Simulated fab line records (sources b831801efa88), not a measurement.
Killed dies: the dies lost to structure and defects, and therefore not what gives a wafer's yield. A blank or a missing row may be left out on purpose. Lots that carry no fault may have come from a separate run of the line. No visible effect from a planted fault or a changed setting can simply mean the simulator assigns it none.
Which tool is to blame?	flow sky130	Sampling: 24 lots, 72 wafers, 3 of 708 route steps

WHAT EACH GAUGE READ, for each wafer
SKY_LI_CONTACT_RS_MEAS_22: measures by four-point-probe. Usual: LI_CONTACT_W_RS 0.2855 ohm/sq, standard deviation 0.0026.
lot	measured	on	LI_CONTACT_W_RS (ohm/sq)	flag
L074	day 28 20:55	film-metro-01	0.2844 0.2849 0.2853	
L075	day 29 08:32	film-metro-04	0.2861 0.2859 0.2835	
L076	day 29 13:45	film-metro-04	0.2897 0.2912 0.2871	
L077	day 30 11:08	film-metro-01	0.2865 0.2869 0.2891	
L078	day 30 13:19	film-metro-04	0.2919 0.2843 0.2875	
L079	day 30 17:50	film-metro-04	0.2883 0.2883 0.2844	
L080	day 31 02:20	film-metro-01	0.2848 0.2835 0.2863	
L082	day 32 15:11	film-metro-02	0.2870 0.2872 0.2871	
L083	day 32 16:00	film-metro-02	0.2903 0.2896 0.2908	
L081	day 32 17:13	film-metro-01	0.2806 0.2845 0.2832	
L084	day 32 17:53	film-metro-04	0.2829 0.2836 0.2867	
L085	day 33 00:34	film-metro-01	0.2886 0.2872 0.2873	
L086	day 33 21:55	film-metro-01	0.2861 0.2867 0.2838	
L087	day 34 00:28	film-metro-04	0.2917 0.2850 0.2866	
L088	day 34 03:37	film-metro-04	0.2879 0.2872 0.2839	
L089	day 34 14:31	film-metro-04	0.2880 0.2860 0.2855	
L090	day 34 18:56	film-metro-01	0.2791 0.2836 0.2821	
L092	day 34 21:49	film-metro-02	0.2888 0.2881 0.2887	
L091	day 35 00:04	film-metro-02	0.2825 0.2870 0.2839	
L093	day 35 13:03	film-metro-01	0.2835 0.2866 0.2843	
L094	day 35 14:38	film-metro-02	0.2849 0.2812 0.2865	
L095	day 35 22:09	film-metro-01	0.2834 0.2831 0.2845	
L096	day 36 08:08	film-metro-04	0.2842 0.2868 0.2817	
L097	day 36 10:23	film-metro-02	0.2832 0.2828 0.2863	

SKY_CONTACT_CD_MEAS_14: the cd target is 170 nm. Usual: cd-nm 170.1 nm, standard deviation 1.7.
lot	measured	on	cd-nm (nm)	flag
L074	day 31 05:25	cd-sem-02	168.7 166.8 168.3	
L075	day 31 16:56	cd-sem-02	169.5 170.2 171.5	
L076	day 31 22:58	cd-sem-01	170.9 170.7 169.7	
L077	day 32 18:46	cd-sem-01	169.5 169.5 168.8	
L078	day 32 21:14	cd-sem-01	171.9 172.7 171.8	
L079	day 33 02:37	cd-sem-02	171.6 167.9 170.0	
L080	day 33 09:49	cd-sem-01	171.1 172.0 170.9	
L082	day 34 22:25	cd-sem-01	170.4 169.9 170.1	
L083	day 34 23:29	cd-sem-02	170.1 171.4 171.5	
L081	day 35 01:44	cd-sem-01	165.7 167.8 166.8	
L084	day 35 02:43	cd-sem-01	166.0 167.2 165.7	
L085	day 35 08:38	cd-sem-01	171.0 170.3 172.1	
L086	day 36 04:26	cd-sem-01	170.8 172.7 172.1	
L087	day 36 10:11	cd-sem-02	170.9 172.0 171.3	
L088	day 36 11:10	cd-sem-02	170.4 167.7 169.3	
L089	day 36 21:31	cd-sem-01	169.5 170.3 170.3	
L090	day 37 02:19	cd-sem-02	170.9 169.6 170.6	
L092	day 37 04:19	cd-sem-02	172.4 170.9 171.7	
L091	day 37 07:01	cd-sem-02	168.8 168.0 168.3	
L093	day 37 19:29	cd-sem-02	169.4 169.2 169.0	
L094	day 37 21:25	cd-sem-02	170.0 170.5 169.1	
L095	day 38 03:11	cd-sem-02	172.6 172.3 172.6	
L096	day 38 14:08	cd-sem-01	168.8 168.8 169.4	
L097	day 38 15:26	cd-sem-02	171.8 172.1 172.7	

WHICH TOOL RAN EACH LOT (tool, then ch and the chambers of the sampled wafers, then the start)
lot	SKY_LI_CONTACT_CMP_24
L074	cmp-02 ch 0,1,2, day 28 21:05
L075	cmp-01 ch 1,2,3, day 29 08:41
L076	cmp-01 ch 0,2,3, day 29 13:58
L077	cmp-01 ch 0,1,3, day 30 11:19
L078	cmp-02 ch 2,3, day 30 13:27
L079	cmp-02 ch 0,1,3, day 30 18:01
L080	cmp-01 ch 1,2, day 31 02:29
L082	cmp-01 ch 0,2,3, day 32 15:23
L083	cmp-01 ch 0,1,3, day 32 16:14
L081	cmp-01 ch 1,2,3, day 32 17:24
L084	cmp-01 ch 0,2,3, day 32 18:23
L085	cmp-01 ch 0,2,3, day 33 01:07
L086	cmp-01 ch 0,1,3, day 33 22:22
L087	cmp-01 ch 2,3, day 34 00:37
L088	cmp-02 ch 0,1,2, day 34 03:48
L089	cmp-02 ch 1,2,3, day 34 14:41
L090	cmp-01 ch 0,1, day 34 19:06
L092	cmp-02 ch 0,2, day 34 22:02
L091	cmp-02 ch 0,2,3, day 35 00:15
L093	cmp-02 ch 0,2,3, day 35 13:14
L094	cmp-01 ch 0,1, day 35 14:50
L095	cmp-01 ch 0,2,3, day 35 22:26
L096	cmp-01 ch 0,2,3, day 36 08:22
L097	cmp-02 ch 0,1,3, day 36 10:37
- SKY_LI_CONTACT_CMP_24: polishes, stops on PSG, t overpolish 20 s, target thk 0 nm.

AS READ BY THE TOOLS THEMSELVES (means over the sampled wafers that have a number; for cases with no such wafer, the mark the record gives instead)
SKY_LI_CONTACT_CMP_24. Usual: motor-current-A 11.2 A, standard deviation 0.59; overpolish-run-s 19.999 s, standard deviation 0.0092; time-to-endpoint-s 97 s, standard deviation 3.5.
lot	tool	motor-current-A (A)	overpolish-run-s (s)	time-to-endpoint-s (s)	flag
L074	cmp-02	11.2	19.991	95	
L075	cmp-01	11.2	19.994	101	
L076	cmp-01	11.2	20.003	97	
L077	cmp-01	11.1	20.000	97	
L078	cmp-02	10.6	20.000	95	
L079	cmp-02	11.2	19.999	97	
L080	cmp-01	11.1	20.001	100	
L082	cmp-01	11.3	20.004	100	
L083	cmp-01	11.5	20.005	96	
L081	cmp-01	11.3	20.008	99	
L084	cmp-01	11.2	20.000	101	
L085	cmp-01	11.2	19.997	101	
L086	cmp-01	11.4	19.993	97	
L087	cmp-01	11.2	19.996	96	
L088	cmp-02	11.3	19.999	92	
L089	cmp-02	11.0	20.005	96	
L090	cmp-01	11.8	20.004	98	
L092	cmp-02	10.7	20.000	93	
L091	cmp-02	10.9	19.995	93	
L093	cmp-02	10.5	19.992	94	
L094	cmp-01	11.4	20.004	96	
L095	cmp-01	11.2	20.000	96	
L096	cmp-01	11.3	20.001	96	
L097	cmp-02	11.0	20.002	100	

THE ANSWER, worked out from the rows above alone
Rule: a lot is off if the mean of its wafers that have a number lies more than 3 standard deviations from the usual mean. A lot without any number at a reading at which 4 lots or more have one is off too. Any other lot the step has rows for is counted as sound. First the gauges in route order, then the tools' own readings, where a lot's mean is used as printed above. The first step at which some lot is off is used, and at that step the reading that is off furthest; a lot without a number counts as furthest.
Across all readings shown, no lot is off: no conclusion can be drawn from this.

WHAT HAD BEEN PUT IN BY THE SIMULATOR
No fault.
